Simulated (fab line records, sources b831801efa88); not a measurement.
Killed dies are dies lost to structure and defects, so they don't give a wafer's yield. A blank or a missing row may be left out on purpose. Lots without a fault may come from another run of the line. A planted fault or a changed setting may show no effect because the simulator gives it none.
One fault seen from 2 desks | flow sky130 | each desk has only its own numbers; what lay behind them comes last

THE METROLOGY DESK
What the gauges read, lot by lot, whatever tool the lot ran on: means of the sampled wafers that have a number. A lot is out of limits, marked OUT, if its mean lies more than 4 standard deviations from the usual mean; the brackets give that distance.
Columns: A = RES_XHIGH_TW at SKY_RES_XHIGH_TW_MEAS_09, usual 1644; B = SD_N_OVL at SKY_SD_N_OVL_MEAS_08, usual -0.9 nm; C = RES_XHIGH_RS at SKY_SD_N_RS_MEAS_18, usual 333.6 ohm/sq
lot  | first seen here | A               | B    | C
L583 | day 26 21:13    | 1651            | -3.1 | 335.1
L585 | day 27 12:46    | 1607            | -1.1 | 332.6
L587 | day 27 23:39    | 1647            | -1.3 | 333.0
L588 | day 28 19:17    | 1646            | -1.2 | 333.8
L589 | day 29 00:41    | 1515 (-8.1) OUT | -1.2 | 412.0 (+60) OUT
L591 | day 29 10:35    | 1512 (-8.2) OUT | -0.2 | 413.2 (+61) OUT
L597 | day 31 18:34    | 1633            | -2.0 | 331.8
L598 | day 32 04:05    | 1657            | 2.9  | 333.8
L600 | day 32 15:34    | 1617            | -1.5 | 333.2
L606 | day 34 10:03    | 1671            | -0.7 | 334.7
L605 | day 34 14:49    | 1611            | -1.0 | 334.6
This desk's finding: out of limits on L589, L591; first on L589, day 29 00:41 (RES_XHIGH_TW at SKY_RES_XHIGH_TW_MEAS_09). In limits: L583, L585, L587, L588, L597, L598, L600, L606, L605.

THE TOOL OWNER'S DESK: implanter-04
The tool's own readings at SKY_RES_XHIGH_IMPLANT_07: means of the sampled wafers that have a number, for each lot that ran on this tool. A lot is out of limits, marked OUT, if its mean lies more than 4 standard deviations from the usual mean; the brackets give that distance.
Columns: A = beam_on_s at SKY_RES_XHIGH_IMPLANT_07, usual 38.8 s; B = faraday_current_uA at SKY_RES_XHIGH_IMPLANT_07, usual 526
lot  | first seen here | A               | B
L587 | day 27 23:24    | 36.6            | 553
L589 | day 29 00:26    | 28.1 (-4.3) OUT | 723 (+6.0) OUT
L591 | day 29 10:22    | 28.1 (-4.3) OUT | 722 (+5.9) OUT
L597 | day 31 18:19    | 36.4            | 556
L598 | day 32 03:52    | 36.0            | 564
L600 | day 32 15:19    | 36.6            | 554
L605 | day 34 14:34    | 37.1            | 547
This desk's finding: out of limits on L589, L591; first on L589, day 29 00:26 (beam_on_s at SKY_RES_XHIGH_IMPLANT_07). In limits: L587, L597, L598, L600, L605.

PUT TOGETHER
The tool owner's desk could have raised an alarm at day 29 00:26, on L589, L591.
The metrology desk could have raised an alarm at day 29 00:41, on L589, L591.
Of the lots named, all ran SKY_RES_XHIGH_IMPLANT_07 on implanter-04.

WHAT THE SIMULATOR HAD PUT IN
Process parameter drift: implanter-04, from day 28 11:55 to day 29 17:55, at SKY_RES_XHIGH_IMPLANT_07. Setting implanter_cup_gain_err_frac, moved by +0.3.
Lots struck among those shown: L589, L591.
Hours from the fault's start to each desk's first reading out of limits: the tool owner's desk, 13; the metrology desk, 13.
